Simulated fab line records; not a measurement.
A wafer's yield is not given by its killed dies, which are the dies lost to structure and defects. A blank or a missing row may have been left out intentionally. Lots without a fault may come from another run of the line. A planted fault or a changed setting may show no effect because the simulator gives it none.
fab line records	flow gf180mcu
record lots=24	wafers=72	last_day=34
route steps=602 shown V2@406 V3@434 V4@493
lots untouched by any fault: they come from a run of this same line in which no faults occurred
start_h: hours from the record's first day to the start of the lot's first wafer shown	wait_h: hours since the lot's step before	" identical to the entry in the row above	L1.1+2: a single row standing in for several wafers	- no value present, or no start provided	* or withheld: withheld	< > ~ a bound
route shown NAME@n: NAME is a module with steps in the file, n the number in the route of the first one	usual: mean/standard deviation of fault-free wafers	same: alike in all rows	chamber/n: place in a boat	sites: per-site readings	_std_site: their standard deviation	_edge_site: mean of outer sites minus mean of inner sites	radius_mm: for every site, how far away it sits from the centre of the wafer	mask NAME#n: copy n	behind: tool/chamber where the wafer was last shaped	hold: why the lot was held/for how many hours/how that ended	device: transistor that didn't switch, given as n, p or np	end of line: tests of these same wafers at the route's end	a step without rows: its recipe alone	killed: not the wafer's yield, but the dies lost to structure and defects at the first sort	map: per-die view of a wafer (x killed, . not killed, _ where there is no die)
set.NAME: the setting the step ran with; set.NAME@STEP: the setting that earlier step ran with	model.NAME: the simulator's own value behind a step, which no gauge read
route steps across a sampled set of lots; one table per step, one row per wafer
services: when a tool's chamber went out of use (start_h, in hours from the record's first day, below 0 if earlier), for how many hours, and the reason
## steps
# step GF_V2_RS_MEAS_24
# recipe thk_meas_gauge=four-point-probe	reads=W_of_V2_CVD_23+TiN_of_V2_SPUTTER_22+Ti_of_V2_SPUTTER_21
# usual V2_W_RS=0.328/0.0054
lot.wafer	tool	chamber	start_h	wait_h	V2_W_RS[ohm/sq]
L074.3	film_metro-04	-	464.68	0.1	0.325
L074.4	"	-	"	"	0.323
L074.5	"	-	"	"	0.323
L075.2	film_metro-04	-	481.60	0.1	0.326
L075.3	"	-	"	"	0.326
L075.4	"	-	"	"	0.329
L077.1	film_metro-03	-	491.90	0.1	0.327
L077.3	"	-	"	"	0.323
L077.5	"	-	"	"	0.320
L076.2	film_metro-04	-	494.27	0.1	0.321
L076.4	"	-	"	"	0.327
L076.6	"	-	"	"	0.321
L078.2	film_metro-02	-	499.70	0.1	0.324
L078.4	"	-	"	"	0.323
L078.5	"	-	"	"	0.324
L079.1	film_metro-04	-	514.62	0.1	0.323
L079.4	"	-	"	"	0.322
L079.6	"	-	"	"	0.328
L080.3	film_metro-03	-	517.25	0.1	0.322
L080.5	"	-	"	"	0.330
L080.6	"	-	"	"	0.318
L081.2	film_metro-02	-	532.33	0.2	0.336
L081.3	"	-	"	"	0.327
L081.6	"	-	"	"	0.334
L082.3	film_metro-03	-	539.06	0.2	0.335
L082.4	"	-	"	"	0.334
L082.6	"	-	"	"	0.336
L083.3	film_metro-02	-	547.53	0.1	0.325
L083.4	"	-	"	"	0.329
L083.5	"	-	"	"	0.328
L084.2	film_metro-03	-	560.57	0.1	0.331
L084.5	"	-	"	"	0.330
L084.6	"	-	"	"	0.323
L085.2	film_metro-04	-	565.05	0.1	0.333
L085.3	"	-	"	"	0.337
L085.5	"	-	"	"	0.327
L086.1	film_metro-04	-	569.58	0.1	0.326
L086.2	"	-	"	"	0.325
L086.5	"	-	"	"	0.330
L087.2	film_metro-04	-	581.35	0.1	0.323
L087.3	"	-	"	"	0.328
L087.6	"	-	"	"	0.328
L088.4	film_metro-04	-	591.00	0.1	0.326
L088.5	"	-	"	"	0.322
L088.6	"	-	"	"	0.326
L089.2	film_metro-04	-	591.67	0.1	0.332
L089.4	"	-	"	"	0.329
L089.5	"	-	"	"	0.331
L090.2	film_metro-02	-	596.60	0.1	0.326
L090.4	"	-	"	"	0.327
L090.5	"	-	"	"	0.326
L091.4	film_metro-03	-	613.96	0.1	0.339
L091.5	"	-	"	"	0.333
L091.6	"	-	"	"	0.336
L092.1	film_metro-03	-	616.24	0.1	0.332
L092.2	"	-	"	"	0.343
L092.3	"	-	"	"	0.341
L093.2	film_metro-02	-	618.50	0.1	0.319
L093.4	"	-	"	"	0.325
L093.5	"	-	"	"	0.328
L094.2	film_metro-04	-	625.23	0.1	0.328
L094.3	"	-	"	"	0.325
L094.4	"	-	"	"	0.329
L095.1	film_metro-02	-	652.60	0.1	0.323
L095.2	"	-	"	"	0.332
L095.6	"	-	"	"	0.332
L096.1	film_metro-03	-	653.25	0.1	0.325
L096.2	"	-	"	"	0.320
L096.4	"	-	"	"	0.324
L097.1	film_metro-02	-	656.54	0.1	0.322
L097.2	"	-	"	"	0.321
L097.3	"	-	"	"	0.324
# step GF_V3_BOW_MEAS_05
# recipe mode=bow
# usual V3_BOW=118/7.7
lot.wafer	tool	chamber	start_h	wait_h	V3_BOW[um]
L074.3	film_metro-03	-	490.96	0.2	112
L074.4	"	-	"	"	129
L074.5	"	-	"	"	124
L075.2	film_metro-03	-	506.88	0.2	117
L075.3	"	-	"	"	110
L075.4	"	-	"	"	115
L077.1	film_metro-01	-	517.58	0.2	120
L077.3	"	-	"	"	110
L077.5	"	-	"	"	112
L076.2	film_metro-02	-	520.21	0.3	118
L076.4	"	-	"	"	106
L076.6	"	-	"	"	113
L078.2	film_metro-03	-	525.70	0.2	119
L078.4	"	-	"	"	123
L078.5	"	-	"	"	120
L079.1	film_metro-03	-	539.85	0.1	118
L079.4	"	-	"	"	119
L079.6	"	-	"	"	115
L080.3	film_metro-03	-	542.77	0.3	118
L080.5	"	-	"	"	117
L080.6	"	-	"	"	121
L081.2	film_metro-01	-	557.11	0.2	114
L081.3	"	-	"	"	121
L081.6	"	-	"	"	115
L082.3	film_metro-03	-	563.78	0.2	119
L082.4	"	-	"	"	116
L082.6	"	-	"	"	123
L083.3	film_metro-02	-	572.28	0.2	113
L083.4	"	-	"	"	116
L083.5	"	-	"	"	112
L084.2	film_metro-03	-	584.40	0.2	134
L084.5	"	-	"	"	131
L084.6	"	-	"	"	128
L085.2	film_metro-01	-	589.43	0.1	115
L085.3	"	-	"	"	111
L085.5	"	-	"	"	121
L086.1	film_metro-02	-	592.93	0.2	110
L086.2	"	-	"	"	127
L086.5	"	-	"	"	129
L087.2	film_metro-03	-	604.33	0.3	103
L087.3	"	-	"	"	108
L087.6	"	-	"	"	120
L088.4	film_metro-02	-	614.11	0.3	109
L088.5	"	-	"	"	115
L088.6	"	-	"	"	120
L089.2	film_metro-01	-	614.55	0.2	123
L089.4	"	-	"	"	108
L089.5	"	-	"	"	132
L090.2	film_metro-03	-	619.63	0.1	117
L090.4	"	-	"	"	116
L090.5	"	-	"	"	107
L091.4	film_metro-03	-	637.14	0.2	120
L091.5	"	-	"	"	118
L091.6	"	-	"	"	119
L092.1	film_metro-02	-	638.85	0.1	122
L092.2	"	-	"	"	127
L092.3	"	-	"	"	117
L093.2	film_metro-03	-	641.17	0.3	136
L093.4	"	-	"	"	123
L093.5	"	-	"	"	122
L094.2	film_metro-03	-	647.54	0.2	119
L094.3	"	-	"	"	125
L094.4	"	-	"	"	110
L095.1	film_metro-03	-	673.87	0.1	116
L095.2	"	-	"	"	118
L095.6	"	-	"	"	110
L096.1	film_metro-02	-	674.32	0.1	130
L096.2	"	-	"	"	112
L096.4	"	-	"	"	112
L097.1	film_metro-01	-	677.96	0.1	122
L097.2	"	-	"	"	118
L097.3	"	-	"	"	119
# step GF_V3_CD_MEAS_14
# recipe target_cd_nm=260
# usual cd_nm=260.3/1.4
lot.wafer	tool	chamber	start_h	wait_h	cd_nm
L074.3	cd_sem-01	-	514.91	0.1	262.0
L074.4	"	-	"	"	262.0
L074.5	"	-	"	"	260.8
L075.2	cd_sem-01	-	530.34	0.1	258.4
L075.3	"	-	"	"	258.9
L075.4	"	-	"	"	258.3
L077.1	cd_sem-02	-	540.72	0.1	259.7
L077.3	"	-	"	"	259.7
L077.5	"	-	"	"	260.1
L076.2	cd_sem-01	-	543.29	0.1	261.7
L076.4	"	-	"	"	261.2
L076.6	"	-	"	"	260.1
L078.2	cd_sem-02	-	548.42	0.1	259.9
L078.4	"	-	"	"	259.0
L078.5	"	-	"	"	259.2
L079.1	cd_sem-01	-	562.70	0.1	262.3
L079.4	"	-	"	"	261.6
L079.6	"	-	"	"	261.4
L080.3	cd_sem-02	-	565.84	0.1	261.9
L080.5	"	-	"	"	261.0
L080.6	"	-	"	"	261.8
L081.2	cd_sem-01	-	578.79	0.1	259.5
L081.3	"	-	"	"	260.6
L081.6	"	-	"	"	261.6
L082.3	cd_sem-01	-	586.19	0.1	261.6
L082.4	"	-	"	"	260.4
L082.6	"	-	"	"	262.5
L083.3	cd_sem-01	-	593.71	0.1	260.9
L083.4	"	-	"	"	260.6
L083.5	"	-	"	"	261.3
L084.2	cd_sem-02	-	605.59	0.1	259.2
L084.5	"	-	"	"	260.0
L084.6	"	-	"	"	260.1
L085.2	cd_sem-01	-	610.59	0.1	261.9
L085.3	"	-	"	"	261.4
L085.5	"	-	"	"	262.4
L086.1	cd_sem-01	-	614.10	0.1	260.5
L086.2	"	-	"	"	260.3
L086.5	"	-	"	"	260.1
L087.2	cd_sem-02	-	625.57	0.1	260.6
L087.3	"	-	"	"	259.8
L087.6	"	-	"	"	260.3
L088.4	cd_sem-01	-	634.86	0.2	259.6
L088.5	"	-	"	"	260.2
L088.6	"	-	"	"	261.5
L089.2	cd_sem-02	-	635.04	0.1	261.8
L089.4	"	-	"	"	262.1
L089.5	"	-	"	"	261.5
L090.2	cd_sem-01	-	640.99	0.1	260.9
L090.4	"	-	"	"	259.8
L090.5	"	-	"	"	259.0
L091.4	cd_sem-02	-	657.87	0.1	258.0
L091.5	"	-	"	"	258.4
L091.6	"	-	"	"	259.4
L092.1	cd_sem-02	-	659.06	0.1	260.5
L092.2	"	-	"	"	260.3
L092.3	"	-	"	"	260.9
L093.2	cd_sem-02	-	661.33	0.1	262.0
L093.4	"	-	"	"	260.5
L093.5	"	-	"	"	260.7
L094.2	cd_sem-01	-	667.33	0.1	257.8
L094.3	"	-	"	"	257.6
L094.4	"	-	"	"	258.9
L095.1	cd_sem-02	-	692.91	0.1	257.5
L095.2	"	-	"	"	259.2
L095.6	"	-	"	"	258.0
L096.1	cd_sem-01	-	693.26	0.1	262.2
L096.2	"	-	"	"	262.1
L096.4	"	-	"	"	262.4
L097.1	cd_sem-02	-	696.72	0.1	258.2
L097.2	"	-	"	"	257.9
L097.3	"	-	"	"	258.8
# step GF_V4_ETCH_17
# recipe chemistry=C4F8/O2/Ar	mask_material=KrF	target=SiO2	stop_on=TiN	source_w=1500	bias_w=1200	pressure_mtorr=40	c4f8_flow_sccm=withheld	O2_flow_sccm=6	Ar_flow_sccm=300	time_s=withheld	target_depth_a=6300
# usual bias_w=1200/3.9	oes_product_au=0.856/0.0048
lot.wafer	tool	chamber	start_h	wait_h	bias_w	oes_product_au
L074.3	rie_diel-04	2	-	-	1197	0.852
L074.4	"	1	"	"	1195	0.854
L074.5	"	0	"	"	1199	0.854
L075.2	rie_diel-04	2	-	-	1198	0.849
L075.3	"	1	"	"	1201	0.858
L075.4	"	0	"	"	1202	0.859
L077.1	rie_diel-04	3	-	-	1196	0.868
L077.3	"	0	"	"	1197	0.849
L077.5	"	3	"	"	1201	0.856
L076.2	rie_diel-04	0	-	-	1202	0.860
L076.4	"	2	"	"	1203	0.855
L076.6	"	2	"	"	1197	0.845
L078.2	rie_diel-04	1	-	-	1207	0.862
L078.4	"	3	"	"	1194	0.852
L078.5	"	0	"	"	1197	0.860
L079.1	rie_diel-04	0	-	-	1194	0.858
L079.4	"	1	"	"	1199	0.851
L079.6	"	2	"	"	1200	0.856
L080.3	rie_diel-04	0	-	-	1199	0.852
L080.5	"	2	"	"	1199	0.860
L080.6	"	1	"	"	1194	0.856
L081.2	rie_diel-03	2	-	-	1203	0.851
L081.3	"	3	"	"	1199	0.855
L081.6	"	0	"	"	1203	0.849
L082.3	rie_diel-03	3	-	-	1204	0.855
L082.4	"	0	"	"	1200	0.865
L082.6	"	2	"	"	1199	0.860
L083.3	rie_diel-03	2	-	-	1201	0.856
L083.4	"	0	"	"	1203	0.853
L083.5	"	3	"	"	1201	0.865
L084.2	rie_diel-04	1	-	-	1193	0.850
L084.5	"	3	"	"	1199	0.858
L084.6	"	0	"	"	1196	0.856
L085.2	rie_diel-01	0	-	-	1197	0.866
L085.3	"	3	"	"	1201	0.854
L085.5	"	0	"	"	1203	0.854
L086.1	rie_diel-01	0	-	-	1201	0.851
L086.2	"	3	"	"	1203	0.859
L086.5	"	0	"	"	1198	0.859
L087.2	rie_diel-03	2	-	-	1200	0.850
L087.3	"	3	"	"	1201	0.847
L087.6	"	2	"	"	1198	0.855
L088.4	rie_diel-01	3	-	-	1201	0.854
L088.5	"	1	"	"	1209	0.853
L088.6	"	0	"	"	1202	0.854
L089.2	rie_diel-03	1	-	-	1199	0.851
L089.4	"	0	"	"	1200	0.854
L089.5	"	2	"	"	1196	0.853
L090.2	rie_diel-04	0	-	-	1201	0.854
L090.4	"	1	"	"	1199	0.854
L090.5	"	3	"	"	1197	0.850
L091.4	rie_diel-04	0	-	-	1199	0.857
L091.5	"	1	"	"	1201	0.859
L091.6	"	3	"	"	1205	0.859
L092.1	rie_diel-01	2	-	-	1196	0.858
L092.2	"	1	"	"	1206	0.853
L092.3	"	0	"	"	1205	0.850
L093.2	rie_diel-01	3	-	-	1192	0.857
L093.4	"	1	"	"	1204	0.853
L093.5	"	3	"	"	1203	0.855
L094.2	rie_diel-04	1	-	-	1201	0.857
L094.3	"	3	"	"	1191	0.857
L094.4	"	2	"	"	1199	0.858
L095.1	rie_diel-03	1	-	-	1198	0.856
L095.2	"	3	"	"	1201	0.855
L095.6	"	0	"	"	1205	0.853
L096.1	rie_diel-03	2	-	-	1198	0.857
L096.2	"	1	"	"	1197	0.861
L096.4	"	0	"	"	1205	0.860
L097.1	rie_diel-01	0	-	-	1195	0.854
L097.2	"	1	"	"	1202	0.861
L097.3	"	3	"	"	1199	0.856
# step GF_V4_SPUTTER_21
# recipe material=Ti	target_thk_nm=15	chamber_pressure_pa=5	power_w=2500	substrate_temp_c=200	time_s=80.02
# usual throttle_valve_pct=30.7/0.83
lot.wafer	tool	chamber	start_h	wait_h	throttle_valve_pct
L074.3	pvd_sputter-01	-	564.12	0.0	29.5
L074.4	"	-	"	"	29.7
L074.5	"	-	"	"	29.9
L075.2	pvd_sputter-04	-	578.33	0.0	31.3
L075.3	"	-	"	"	32.1
L075.4	"	-	"	"	30.7
L077.1	pvd_sputter-04	-	589.18	0.0	29.6
L077.3	"	-	"	"	30.8
L077.5	"	-	"	"	30.0
L076.2	pvd_sputter-01	-	591.78	0.0	30.4
L076.4	"	-	"	"	30.4
L076.6	"	-	"	"	29.8
L078.2	pvd_sputter-01	-	596.75	0.0	29.8
L078.4	"	-	"	"	30.5
L078.5	"	-	"	"	29.8
L079.1	pvd_sputter-04	-	610.63	0.0	30.0
L079.4	"	-	"	"	30.8
L079.6	"	-	"	"	31.2
L080.3	pvd_sputter-01	-	612.52	0.0	29.7
L080.5	"	-	"	"	30.6
L080.6	"	-	"	"	30.7
L081.2	pvd_sputter-01	-	624.08	0.0	30.7
L081.3	"	-	"	"	30.3
L081.6	"	-	"	"	30.9
L082.3	pvd_sputter-01	-	632.78	0.0	30.9
L082.4	"	-	"	"	29.5
L082.6	"	-	"	"	30.5
L083.3	pvd_sputter-04	-	639.55	0.0	30.0
L083.4	"	-	"	"	31.2
L083.5	"	-	"	"	29.8
L084.2	pvd_sputter-03	-	650.68	0.0	31.6
L084.5	"	-	"	"	29.4
L084.6	"	-	"	"	31.3
L085.2	pvd_sputter-01	-	655.31	0.0	30.6
L085.3	"	-	"	"	29.8
L085.5	"	-	"	"	30.8
L086.1	pvd_sputter-03	-	658.77	0.0	31.8
L086.2	"	-	"	"	30.5
L086.5	"	-	"	"	29.4
L087.2	pvd_sputter-04	-	670.02	0.0	31.4
L087.3	"	-	"	"	32.2
L087.6	"	-	"	"	31.4
L088.4	pvd_sputter-04	-	678.93	0.0	32.3
L088.5	"	-	"	"	31.2
L088.6	"	-	"	"	32.2
L089.2	pvd_sputter-03	-	679.88	0.0	31.6
L089.4	"	-	"	"	29.6
L089.5	"	-	"	"	31.7
L090.2	pvd_sputter-03	-	684.37	0.0	31.4
L090.4	"	-	"	"	29.2
L090.5	"	-	"	"	31.7
L091.4	pvd_sputter-04	-	700.31	0.0	31.0
L091.5	"	-	"	"	30.7
L091.6	"	-	"	"	30.3
L092.1	pvd_sputter-03	-	700.94	0.0	30.3
L092.2	"	-	"	"	31.5
L092.3	"	-	"	"	29.6
L093.2	pvd_sputter-04	-	703.67	0.0	29.9
L093.4	"	-	"	"	32.3
L093.5	"	-	"	"	30.5
L094.2	pvd_sputter-03	-	709.77	0.0	31.4
L094.3	"	-	"	"	30.1
L094.4	"	-	"	"	29.5
L095.1	pvd_sputter-01	-	733.25	0.0	29.7
L095.2	"	-	"	"	31.1
L095.6	"	-	"	"	29.8
L096.1	pvd_sputter-03	-	734.17	0.0	30.4
L096.2	"	-	"	"	31.7
L096.4	"	-	"	"	29.4
L097.1	pvd_sputter-03	-	736.72	0.0	30.1
L097.2	"	-	"	"	31.4
L097.3	"	-	"	"	29.5
# step GF_V4_RS_MEAS_24
# recipe thk_meas_gauge=four-point-probe	reads=W_of_V4_CVD_23+TiN_of_V4_SPUTTER_22+Ti_of_V4_SPUTTER_21
# usual V4_W_RS=0.326/0.0034
lot.wafer	tool	chamber	start_h	wait_h	V4_W_RS[ohm/sq]
L074.3	film_metro-02	-	564.37	0.1	0.328
L074.4	"	-	"	"	0.327
L074.5	"	-	"	"	0.328
L075.2	film_metro-02	-	578.57	0.1	0.332
L075.3	"	-	"	"	0.328
L075.4	"	-	"	"	0.326
L077.1	film_metro-03	-	589.39	0.1	0.325
L077.3	"	-	"	"	0.330
L077.5	"	-	"	"	0.326
L076.2	film_metro-03	-	592.02	0.1	0.321
L076.4	"	-	"	"	0.327
L076.6	"	-	"	"	0.324
L078.2	film_metro-03	-	596.98	0.1	0.321
L078.4	"	-	"	"	0.323
L078.5	"	-	"	"	0.332
L079.1	film_metro-04	-	610.84	0.1	0.325
L079.4	"	-	"	"	0.320
L079.6	"	-	"	"	0.319
L080.3	film_metro-03	-	612.80	0.1	0.327
L080.5	"	-	"	"	0.328
L080.6	"	-	"	"	0.329
L081.2	film_metro-02	-	624.31	0.1	0.325
L081.3	"	-	"	"	0.322
L081.6	"	-	"	"	0.328
L082.3	film_metro-04	-	633.03	0.1	0.323
L082.4	"	-	"	"	0.327
L082.6	"	-	"	"	0.325
L083.3	film_metro-04	-	639.81	0.1	0.319
L083.4	"	-	"	"	0.321
L083.5	"	-	"	"	0.319
L084.2	film_metro-04	-	650.92	0.1	0.331
L084.5	"	-	"	"	0.330
L084.6	"	-	"	"	0.329
L085.2	film_metro-03	-	655.55	0.1	0.327
L085.3	"	-	"	"	0.331
L085.5	"	-	"	"	0.330
L086.1	film_metro-04	-	658.98	0.1	0.327
L086.2	"	-	"	"	0.327
L086.5	"	-	"	"	0.326
L087.2	film_metro-02	-	670.25	0.1	0.331
L087.3	"	-	"	"	0.331
L087.6	"	-	"	"	0.332
L088.4	film_metro-04	-	679.21	0.1	0.327
L088.5	"	-	"	"	0.330
L088.6	"	-	"	"	0.326
L089.2	film_metro-03	-	680.14	0.1	0.331
L089.4	"	-	"	"	0.325
L089.5	"	-	"	"	0.323
L090.2	film_metro-03	-	684.60	0.1	0.330
L090.4	"	-	"	"	0.326
L090.5	"	-	"	"	0.327
L091.4	film_metro-03	-	700.59	0.1	0.328
L091.5	"	-	"	"	0.326
L091.6	"	-	"	"	0.324
L092.1	film_metro-03	-	701.15	0.1	0.330
L092.2	"	-	"	"	0.331
L092.3	"	-	"	"	0.333
L093.2	film_metro-04	-	703.91	0.1	0.323
L093.4	"	-	"	"	0.325
L093.5	"	-	"	"	0.328
L094.2	film_metro-04	-	710.01	0.1	0.326
L094.3	"	-	"	"	0.326
L094.4	"	-	"	"	0.322
L095.1	film_metro-03	-	733.46	0.1	0.323
L095.2	"	-	"	"	0.318
L095.6	"	-	"	"	0.321
L096.1	film_metro-03	-	734.39	0.1	0.323
L096.2	"	-	"	"	0.321
L096.4	"	-	"	"	0.323
L097.1	film_metro-03	-	736.96	0.1	0.325
L097.2	"	-	"	"	0.326
L097.3	"	-	"	"	0.326
## services
tool	chamber	start_h	hours	kind
pvd_sputter-03	-	543.36	1.7	repair
pvd_sputter-03	2	545.68	-	consumable_replace:kit
pvd_sputter-03	2	545.68	18.0	scheduled_down
pvd_sputter-03	2	545.68	18.0	vent_cycle
pvd_sputter-03	-	547.14	5.5	repair
pvd_sputter-03	-	547.66	89.9	repair
rie_diel-01	-	571.05	1.1	repair
pvd_sputter-01	-	571.10	2.4	repair
rie_diel-03	0	598.03	3.8	repair
pvd_sputter-04	-	598.99	1.2	repair
pvd_sputter-03	-	606.94	5.6	repair
rie_diel-01	-	608.41	1.5	repair
pvd_sputter-04	3	625.19	-	consumable_replace:kit
rie_diel-04	3	626.16	5.5	repair
pvd_sputter-01	3	630.43	-	consumable_replace:kit
pvd_sputter-01	3	630.43	18.0	scheduled_down
pvd_sputter-01	3	630.43	18.0	vent_cycle
rie_diel-01	1	643.16	6.4	repair
rie_diel-04	2	653.38	2.7	repair
rie_diel-03	3	673.18	17.5	repair
rie_diel-01	3	679.13	2.0	repair
rie_diel-03	2	681.28	5.8	repair
rie_diel-04	2	694.03	11.1	repair
rie_diel-03	-	694.94	0.7	repair
## key
fault none
